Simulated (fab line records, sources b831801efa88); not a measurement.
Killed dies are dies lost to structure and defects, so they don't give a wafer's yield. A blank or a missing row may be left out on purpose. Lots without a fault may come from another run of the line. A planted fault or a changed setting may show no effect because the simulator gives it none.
One fault seen from 2 desks | flow sky130 | each desk has only its own numbers; what lay behind them comes last

THE TOOL OWNER'S DESK: cvd_w-01
The tool's own readings at SKY_CONTACT_CVD_24 (deposits W, target thk 340 nm, time 102.12 s): means of the sampled wafers that have a number, for each lot that ran on this tool. A lot is out of limits, marked OUT, if its mean lies more than 4 standard deviations from the usual mean; the brackets give that distance.
Columns: A = heater_power_w at SKY_CONTACT_CVD_24, usual 819 W
lot  | first seen here | A
L634 | day 30 06:59    | 782
L636 | day 32 12:29    | 785
L637 | day 33 09:50    | 779
L639 | day 33 16:46    | 779
L647 | day 37 13:18    | 792
L646 | day 37 17:55    | 782
This desk's finding: nothing out of limits on any of the 6 lots.

THE METROLOGY DESK
What the gauges read, lot by lot, whatever tool the lot ran on: means of the sampled wafers that have a number. A lot is out of limits, marked OUT, if its mean lies more than 4 standard deviations from the usual mean; the brackets give that distance.
Columns: A = CONTACT_W_RS at SKY_CONTACT_RS_MEAS_25, usual 0.337 ohm/sq; B = CONTACT_W_THK at SKY_CONTACT_THK_MEAS_26, usual 346 nm; C = METAL1_ALCU_RS at SKY_METAL1_RS_MEAS_05, usual 0.1275 ohm/sq
lot  | first seen here | A     | B   | C
L634 | day 30 07:06    | 0.338 | 348 | 0.1291
L635 | day 31 20:22    | 0.332 | 349 | 0.1284
L636 | day 32 12:37    | 0.336 | 352 | 0.1277
L637 | day 33 09:57    | 0.336 | 346 | 0.1266
L638 | day 33 11:41    | 0.333 | 350 | 0.1264
L639 | day 33 16:52    | 0.339 | 344 | 0.1296
L640 | day 33 23:58    | 0.339 | 347 | 0.1273
L650 | day 37 13:10    | 0.336 | 345 | 0.1270
L647 | day 37 13:26    | 0.326 | 364 | 0.1246
L646 | day 37 18:01    | 0.326 | 364 | 0.1284
L652 | day 37 21:08    | 0.339 | 344 | 0.1284
L654 | day 38 10:52    | 0.333 | 350 | 0.1298
L657 | day 39 14:35    | 0.337 | 346 | 0.1273
This desk's finding: nothing out of limits on any of the 13 lots.

PUT TOGETHER
The tool owner's desk saw nothing out of limits.
The metrology desk saw nothing out of limits.

WHAT THE SIMULATOR HAD PUT IN
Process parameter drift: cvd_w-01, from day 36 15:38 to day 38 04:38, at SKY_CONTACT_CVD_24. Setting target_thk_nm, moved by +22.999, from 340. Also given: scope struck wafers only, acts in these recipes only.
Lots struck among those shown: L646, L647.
